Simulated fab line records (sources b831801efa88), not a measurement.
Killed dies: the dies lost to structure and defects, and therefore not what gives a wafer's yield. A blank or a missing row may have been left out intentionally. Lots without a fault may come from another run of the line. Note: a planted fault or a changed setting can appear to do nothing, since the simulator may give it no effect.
Matching of chambers / flow sky130 / 4 sister chambers for SKY_VIA4_CMP_21 on cmp-02
The step polishes, stops on SiO2, t overpolish 25 s, target thk 0 nm. 14 wafers are shown with their chamber, then 7 later ones without.

WAFERS WITH THEIR CHAMBER
wafer=L772.1; chamber=3; motor current A (A)=11.2; time to endpoint s (s)=127; retaining ring pressure frac=1.007
wafer=L772.2; chamber=0; motor current A (A)=9.4; time to endpoint s (s)=124; retaining ring pressure frac=0.993
wafer=L772.4; chamber=1; motor current A (A)=11.2; time to endpoint s (s)=129; retaining ring pressure frac=1.009
wafer=L775.1; chamber=1; motor current A (A)=11.2; time to endpoint s (s)=128; retaining ring pressure frac=1.002
wafer=L775.3; chamber=2; motor current A (A)=10.7; time to endpoint s (s)=120; retaining ring pressure frac=1.002
wafer=L775.4; chamber=0; motor current A (A)=10.0; time to endpoint s (s)=122; retaining ring pressure frac=0.997
wafer=L776.1; chamber=3; motor current A (A)=10.6; time to endpoint s (s)=135; retaining ring pressure frac=0.998
wafer=L776.4; chamber=0; motor current A (A)=9.7; time to endpoint s (s)=130; retaining ring pressure frac=1.005
wafer=L776.5; chamber=1; motor current A (A)=11.7; time to endpoint s (s)=136; retaining ring pressure frac=1.000
wafer=L777.1; chamber=2; motor current A (A)=10.2; time to endpoint s (s)=124; retaining ring pressure frac=0.986
wafer=L777.2; chamber=3; motor current A (A)=10.9; time to endpoint s (s)=130; retaining ring pressure frac=1.010
wafer=L777.3; chamber=1; motor current A (A)=11.1; time to endpoint s (s)=129; retaining ring pressure frac=0.998
wafer=L782.1; chamber=2; motor current A (A)=10.1; time to endpoint s (s)=114; retaining ring pressure frac=0.991
wafer=L782.3; chamber=3; motor current A (A)=10.6; time to endpoint s (s)=123; retaining ring pressure frac=0.992

SIGNATURES, as means of the wafers listed above
reading=motor current A; chamber 0=9.700; chamber 1=11.300; chamber 2=10.333; chamber 3=10.825; scatter within a chamber=0.292
reading=time to endpoint s; chamber 0=125.33; chamber 1=130.50; chamber 2=119.33; chamber 3=128.75; scatter within a chamber=4.51
reading=retaining ring pressure frac; chamber 0=0.99833; chamber 1=1.00225; chamber 2=0.99300; chamber 3=1.00175; scatter within a chamber=0.00694
Rule: distance of a wafer from a chamber = root of the sum over the readings of ((wafer's reading minus chamber's mean) / reading's scatter) squared. If the next closest chamber is less than 2 further off than the closest, the wafer can't be placed; otherwise it belongs to the closest. How the scatter is found: for the shown wafers, subtract from each reading the mean of its chamber, square and add these, divide the total by (wafers less chambers), then take the root.

WAFERS MISSING THEIR CHAMBER
wafer=L782.6; motor current A (A)=9.8; time to endpoint s (s)=116; retaining ring pressure frac=1.002
wafer=L783.2; motor current A (A)=10.0; time to endpoint s (s)=122; retaining ring pressure frac=0.998
wafer=L783.4; motor current A (A)=10.4; time to endpoint s (s)=118; retaining ring pressure frac=1.001
wafer=L783.5; motor current A (A)=10.7; time to endpoint s (s)=116; retaining ring pressure frac=0.998
wafer=L791.1; motor current A (A)=10.6; time to endpoint s (s)=124; retaining ring pressure frac=0.992
wafer=L791.3; motor current A (A)=9.9; time to endpoint s (s)=122; retaining ring pressure frac=0.992
wafer=L791.6; motor current A (A)=11.5; time to endpoint s (s)=121; retaining ring pressure frac=1.006

CHAMBER TAKEN BY EACH
wafer=L782.6; from the rows above=can't be placed: 0 or 2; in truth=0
wafer=L783.2; from the rows above=can't be placed: 0 or 2 or 3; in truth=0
wafer=L783.4; from the rows above=can't be placed: 2 or 3 or 0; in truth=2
wafer=L783.5; from the rows above=can't be placed: 2 or 3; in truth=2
wafer=L791.1; from the rows above=can't be placed: 2 or 3 or 1 or 0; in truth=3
wafer=L791.3; from the rows above=can't be placed: 0 or 2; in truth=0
wafer=L791.6; from the rows above=can't be placed: 1 or 3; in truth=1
0 of 7 placed correctly. Not placeable from these rows: 7 (in 7, the candidates include the true chamber). 0 placed wrongly.
